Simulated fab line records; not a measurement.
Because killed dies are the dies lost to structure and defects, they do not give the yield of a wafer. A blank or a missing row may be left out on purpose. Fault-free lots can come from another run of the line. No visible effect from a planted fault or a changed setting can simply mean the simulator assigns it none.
Comparing a struck lot with a sound one ; flow sky130 ; 17 steps out of a route of 708
Sound: the wafers L881.2, L881.4, L881.6. Struck: wafer L885.2 (left out: L885.4, a lot-mate that was not struck); the cause follows at the end.
Per side, at each step with rows, come the tool, then ch with its chambers, and then its first start. Under that, the readings that differ: sound wafers ; struck wafers ; difference of the means ; sigmas: that difference in standard deviations of wafers without a fault.
alike: a reading whose means differ by less than 2 such deviations, as well as words and numbers matching on both sides. not compared: withheld readings; readings where some wafer has no value; bounds like >300 that might hide an equal value; numbers whose values overlap and for which the record gives no deviation.
The two part at a step that has a row with sigmas, a row that says differs or no value, or rows on one side only. Numbers that have no deviation but don't overlap get no sigmas and don't part them. A reading missing from all wafers of one side parts the sides only when that side holds two or more wafers.

first, 2 steps without rows for these wafers: SKY_NWELL_IMPLANT_12; SKY_NWELL_IMPLANT_13.
SKY_NWELL_STRIP_14: strips in O2/N2.
  sound on plasma_asher-02 ch 0,1, day 8 07:16; struck on plasma_asher-04 ch 1, day 8 22:49
reading;sound;struck;difference;sigmas
strip_time_to_endpoint_s (s);36.70 36.79 36.65;37.04;+0.33;+3
  alike: drypump_motor_current_A, oes_product_au
  not compared: rf_hours_counter_h
SKY_NWELL_TW_MEAS_15:
  struck on film_metro-03, day 8 22:55; sound on film_metro-02, day 8 07:22
  alike: NWELL_TW
then, 7 steps without rows for these wafers: SKY_NWELL_DEHYDRATE_16 (time 60 s); SKY_NWELL_HMDS_17 (prime time 60 s); SKY_NWELL_COAT_18 (resist thk 3000 nm); SKY_NWELL_SOFTBAKE_19; SKY_NWELL_EXPOSE_20 (exposes mask NWM COMPLEMENT, target cd 840 nm); SKY_NWELL_PEB_21; SKY_NWELL_DEVELOP_22 (develop time 60 s).
SKY_NWELL_OVL_MEAS_23:
  struck on overlay-01, day 9 20:10; sound on overlay-02, day 9 02:59
  alike: NWELL_01_OVL
SKY_NWELL_IMPLANT_24:
  sound on implanter-03 ch 0, day 9 03:02; struck on implanter-01 ch 0, day 9 20:13
reading;sound;struck;difference;sigmas
end_station_pressure_torr (Torr);4.96e-06 5.03e-06 5.26e-06;4.41e-06;-6.73e-07;-3
SKY_NWELL_STRIP_25: strips in O2/N2.
  sound on plasma_asher-04 ch 0,1, day 9 03:10; struck on plasma_asher-03 ch 1, day 9 20:20
reading;sound;struck;difference;sigmas
strip_time_to_endpoint_s (s);37.00 37.06 37.11;36.82;-0.24;-2
  alike: drypump_motor_current_A, oes_product_au
  not compared: rf_hours_counter_h
SKY_NWELL_TW_MEAS_26:
  struck on film_metro-02, day 9 20:27; sound on film_metro-01, day 9 03:16
reading;sound;struck;difference;sigmas
NWELL_2_TW;500 497 497;463;-35;-10
then, 1 step without rows for these wafers: SKY_NWELL_CLEAN_27 (cleans in SC1/SC2, time 150 s).
-- the record jumps here: 40 days lie between the struck wafers' starts before and after (it left off in module NWELL and takes up again in module PAD_OPEN, whose first step shown is number 708 of the route) --
SKY_PAD_OPEN_PROBE_99:
  struck on prober-01, day 49 22:26; sound on prober-02, day 49 09:58
reading;sound;struck;difference;sigmas
killed_at_M0_to_M3;54 49 45;33;-16;-2
model.etest.pfet_16v.r_on_ohm_um;1.531e+04 1.512e+04 1.516e+04;1.863e+04;+3.433e+03;
model.etest.res_iso_pwell.rs_ohm_sq;2770 2690 2728;4169;+1440;
model.etest.res_pwell_under_gate.rs_ohm_sq;2295 2274 2292;2927;+640;
model.etest.res_pwell_under_gate.rs_ohm_sq_range;61.56 41.09 67.63;695;+638;
model.etest.res_iso_pwell.line_ohm_um;1062 1006 1025;1599;+568;
model.etest.res_pwell_under_gate.rs_ohm_sq_rim_less_centre;-26.93 -14.23 -27.09;-322.3;-299.6;
model.etest.pfet_16v.drive_ua_um;242.2 243.7 241.8;191.9;-50.7;
model.etest.tip_n_5v.rs_ohm_sq;1380 1369 1373;1335;-39;
  alike: killed_at_M4_up, killed_at_contacts, killed_at_front_end, killed_at_other, killed_dies, killed_open, killed_short

WHERE THEY PART
Last at SKY_PAD_OPEN_PROBE_99 as far as this record goes, first at SKY_NWELL_STRIP_14.

WHY: what the simulator had put in
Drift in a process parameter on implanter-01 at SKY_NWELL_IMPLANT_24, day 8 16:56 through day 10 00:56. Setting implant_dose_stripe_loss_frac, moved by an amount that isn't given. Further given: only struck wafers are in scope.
